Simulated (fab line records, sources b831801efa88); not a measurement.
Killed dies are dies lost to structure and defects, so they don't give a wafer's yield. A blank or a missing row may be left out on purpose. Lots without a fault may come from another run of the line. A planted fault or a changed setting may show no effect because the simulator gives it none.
Tool commonality check | flow gf180mcu | 12 lots, 36 wafers sampled

WHY IT WAS OPENED
At GF_VT_IMPLANT_RS_MEAS_49 the reading MVPSD_RS is flagged on 3 of 12 lots. Wafers without a fault read 1168.1 ohm/sq, standard deviation 2.3.
Rule: a lot is flagged when every wafer of it that has a number lies more than 4 standard deviations from that mean, or none has a number. The other lots count as sound.

lot  | measured     | on            | MVPSD_RS (ohm/sq), wafer by wafer | flag
L897 | day 8 01:22  | film_metro-04 | 1168.1 1164.5 1165.1              |
L899 | day 8 14:50  | film_metro-04 | 1164.5 1164.9 1168.6              |
L901 | day 9 06:01  | film_metro-02 | 1168.0 1170.4 1164.1              |
L902 | day 9 09:16  | film_metro-01 | 1170.7 1167.8 1168.1              |
L903 | day 9 16:12  | film_metro-01 | 1165.6 1167.3 1166.4              |
L905 | day 10 06:18 | film_metro-04 | 1149.3 1147.1 1146.2              | FLAGGED
L906 | day 10 14:48 | film_metro-01 | 1149.5 1151.2 1146.9              | FLAGGED
L907 | day 10 17:17 | film_metro-04 | 1169.5 1171.6 1168.6              |
L908 | day 11 08:00 | film_metro-01 | 1150.7 1149.4 1148.5              | FLAGGED
L911 | day 12 02:07 | film_metro-01 | 1168.0 1170.2 1167.6              |
L912 | day 12 06:17 | film_metro-01 | 1164.1 1164.6 1162.4              |
L916 | day 13 05:49 | film_metro-01 | 1170.8 1165.8 1167.4              |
The numbers of the flagged lots are 1148.8 ohm/sq on average: -19.3 ohm/sq against the usual, or -8 standard deviations.

WHICH TOOL RAN EACH LOT
The record holds 3 process steps before the reading, out of a route of 602 steps. In each cell: the tool, then ch and the chambers that the sampled wafers went through, then the start.
lot  | flag    | GF_NWELL_STRIP_10                   | GF_MVPSD_IMPLANT_08             | GF_VT_IMPLANT_STRIP_09
L897 |         | plasma_asher-04 ch 0,1, day 3 19:01 | implanter-03 ch 0, day 5 12:53  | plasma_asher-02 ch 0,1, day 6 04:01
L899 |         | plasma_asher-04 ch 0,1, day 4 06:43 | implanter-01 ch 0, day 6 00:37  | plasma_asher-03 ch 0,1, day 6 15:34
L901 |         | plasma_asher-03 ch 0,1, day 4 16:13 | implanter-01 ch 0, day 6 12:29  | plasma_asher-03 ch 0, day 7 04:40
L902 |         | plasma_asher-03 ch 0,1, day 4 20:58 | implanter-01 ch 0, day 6 17:19  | plasma_asher-03 ch 0,1, day 7 08:34
L903 |         | plasma_asher-03 ch 0,1, day 5 03:25 | implanter-03 ch 0, day 7 00:31  | plasma_asher-04 ch 0,1, day 7 15:31
L905 | FLAGGED | plasma_asher-02 ch 0,1, day 5 13:10 | implanter-03 ch 0, day 7 10:55  | plasma_asher-04 ch 0,1, day 8 03:19
L906 | FLAGGED | plasma_asher-02 ch 0,1, day 5 20:28 | implanter-03 ch 0, day 7 18:37  | plasma_asher-03 ch 0,1, day 8 10:49
L907 |         | plasma_asher-02 ch 0,1, day 6 00:03 | implanter-01 ch 0, day 7 21:31  | plasma_asher-03 ch 0,1, day 8 13:30
L908 | FLAGGED | plasma_asher-03 ch 0, day 6 10:55   | implanter-03 ch 0, day 8 09:44  | plasma_asher-04 ch 0,1, day 9 02:31
L911 |         | plasma_asher-03 ch 0,1, day 7 02:10 | implanter-01 ch 0, day 9 01:26  | plasma_asher-04 ch 0,1, day 9 18:13
L912 |         | plasma_asher-04 ch 0,1, day 7 05:49 | implanter-04 ch 0, day 9 06:10  | plasma_asher-02 ch 0,1, day 9 23:21
L916 |         | plasma_asher-02 ch 0,1, day 8 00:31 | implanter-04 ch 0, day 10 01:32 | plasma_asher-04 ch 0,1, day 10 20:16
What these steps do:
- GF_NWELL_STRIP_10: strips in O2/N2.
- GF_MVPSD_IMPLANT_08
- GF_VT_IMPLANT_STRIP_09: strips in O2/N2.
- GF_VT_IMPLANT_RS_MEAS_49: measures by four-point-probe.

FLAGGED OVER TOTAL, TOOL BY TOOL (the gauges that took the reading come last)
step                     | tool            | lots run | flagged | share of the flagged lots | sound lots run after its first flagged lot
GF_NWELL_STRIP_10        | plasma_asher-02 | 4        | 2       | some                      | 2 (L907,L916)
GF_NWELL_STRIP_10        | plasma_asher-03 | 5        | 1       | some                      | 1 (L911)
GF_NWELL_STRIP_10        | plasma_asher-04 | 3        | 0       | none                      | -
GF_MVPSD_IMPLANT_08      | implanter-01    | 5        | 0       | none                      | -
GF_MVPSD_IMPLANT_08      | implanter-03    | 5        | 3       | all                       | 0
GF_MVPSD_IMPLANT_08      | implanter-04    | 2        | 0       | none                      | -
GF_VT_IMPLANT_STRIP_09   | plasma_asher-02 | 2        | 0       | none                      | -
GF_VT_IMPLANT_STRIP_09   | plasma_asher-03 | 5        | 1       | some                      | 1 (L907)
GF_VT_IMPLANT_STRIP_09   | plasma_asher-04 | 5        | 2       | some                      | 2 (L911,L916)
GF_VT_IMPLANT_RS_MEAS_49 | film_metro-01   | 7        | 2       | some                      | 3 (L911,L912,L916)
GF_VT_IMPLANT_RS_MEAS_49 | film_metro-02   | 1        | 0       | none                      | -
GF_VT_IMPLANT_RS_MEAS_49 | film_metro-04   | 4        | 1       | some                      | 1 (L907)

WHAT THE TABLE ALLOWS
1 row of the table ran every flagged lot: implanter-03 at GF_MVPSD_IMPLANT_08.
- implanter-03 at GF_MVPSD_IMPLANT_08: 3 of its 5 lots flagged. Its last sound lot is L903 (day 7 00:31), its first flagged lot L905 (day 7 10:55): a fault that began between those two fits. Its own readings lie more than 4 standard deviations out on every wafer of the flagged lots: beam_energy_keV.
One tool is left: implanter-03 at GF_MVPSD_IMPLANT_08.

WHAT THE SIMULATOR HAD PUT IN
Process parameter drift: implanter-03, from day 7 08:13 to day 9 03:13, at GF_MVPSD_IMPLANT_08. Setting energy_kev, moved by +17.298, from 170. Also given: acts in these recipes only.
Lots struck among those shown: L905, L906, L908. The rule above found the same.
